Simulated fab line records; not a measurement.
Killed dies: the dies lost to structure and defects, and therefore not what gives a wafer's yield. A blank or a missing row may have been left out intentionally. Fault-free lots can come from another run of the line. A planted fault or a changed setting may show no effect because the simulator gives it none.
Comparing a struck lot with a sound one :: flow gf180mcu :: 17 out of 602 route steps
Sound: the wafers L768.3, L768.4, L768.6. The struck wafers were L781.1, L781.4, L781.5. Last of all comes the cause.
Per side, at each step with rows, come the tool, then ch with its chambers, and then its first start. Under that, the readings that differ: sound wafers :: struck wafers :: difference of the means :: sigmas: that difference in standard deviations of wafers without a fault.
alike: readings whose means differ by less than 2 such deviations, and words and numbers that are the same on both sides. not compared: withheld readings, readings that some wafer has no value for, bounds like >300 that may hide the same value, and numbers for which the record gives no deviation and whose values overlap.
A row with sigmas, a row that says differs or no value, or rows on one side alone: a step with any of these is where the two part. When numbers do not overlap yet have no deviation, they are printed without sigmas and do not part them. Lack of a reading on every wafer of one side parts them only where that side has two or more wafers.

GF_M2_SPUTTER_00: material Ti, target thk 37.5 nm, time 150 s.
  sound on pvd sputter-01, day 21 13:53; struck on pvd sputter-01, day 25 20:47
  alike: throttle valve pct
GF_M2_SPUTTER_01: material TiN, target thk 30 nm, time 25 s.
  sound on pvd sputter-01, day 21 13:59; struck on pvd sputter-01, day 25 20:53
  alike: throttle valve pct
GF_M2_SPUTTER_02: material AlCu, target thk 450 nm, time 23.9 s.
  sound on pvd sputter-01, day 21 14:01; struck on pvd sputter-01, day 25 20:55
  alike: throttle valve pct
GF_M2_SPUTTER_03: material Ti, target thk 10 nm, time 6.7 s.
  sound on pvd sputter-01, day 21 14:02; struck on pvd sputter-01, day 25 20:57
  alike: throttle valve pct
GF_M2_SPUTTER_04: material TiN, target thk 50 nm, time 41.7 s.
  sound on pvd sputter-01, day 21 14:04; struck on pvd sputter-01, day 25 20:58
  alike: throttle valve pct
GF_M2_RS_MEAS_05: uses a four-point probe to measure.
  sound on film metro-04, day 21 14:08; struck on film metro-03, day 25 21:01
  alike: M2_ALCU_RS
GF_M2_THK_MEAS_06: measures by xrf.
  sound on film metro-04, day 21 14:14; struck on film metro-03, day 25 21:08
  alike: M2_ALCU_THK
then, 5 steps without rows for these wafers: GF_M2_DEHYDRATE_07 (time 60 s); GF_M2_HMDS_08 (prime time 60 s); GF_M2_COAT_09 (resist thk 988.9 nm); GF_M2_SOFTBAKE_10 (time 60 s); GF_M2_EXPOSE_11 (exposes mask Metal2, target cd 280 nm).
GF_M2_PEB_12: peb time 90 s.
  sound on litho track-04 ch 0, day 22 13:46; struck on litho track-02 ch 0, day 26 17:24
  alike: plate temp C
then, 1 step without rows for these wafers: GF_M2_DEVELOP_13 (develop time 60 s).
GF_M2_CD_MEAS_14: target cd 280 nm.
  sound on cd sem-01, day 22 14:05; struck on cd sem-02, day 26 17:45
reading: cd nm (nm)
sound: 282.8 281.6 281.3
struck: 276.1 275.1 277.5
difference: -5.7
sigmas: -5
GF_M2_OVL_MEAS_15:
  sound on overlay-02, day 22 14:10; struck on overlay-02, day 26 17:52
  alike: M2_OVL
GF_PASSIVATION_PROBE_99:
  the record has rows for the sound wafers here (prober-02, day 31 16:32) and none for the struck ones

## WHERE THEY PART
First at GF_M2_CD_MEAS_14; last, within this record, at GF_PASSIVATION_PROBE_99.

WHY: what had been put in by the simulator
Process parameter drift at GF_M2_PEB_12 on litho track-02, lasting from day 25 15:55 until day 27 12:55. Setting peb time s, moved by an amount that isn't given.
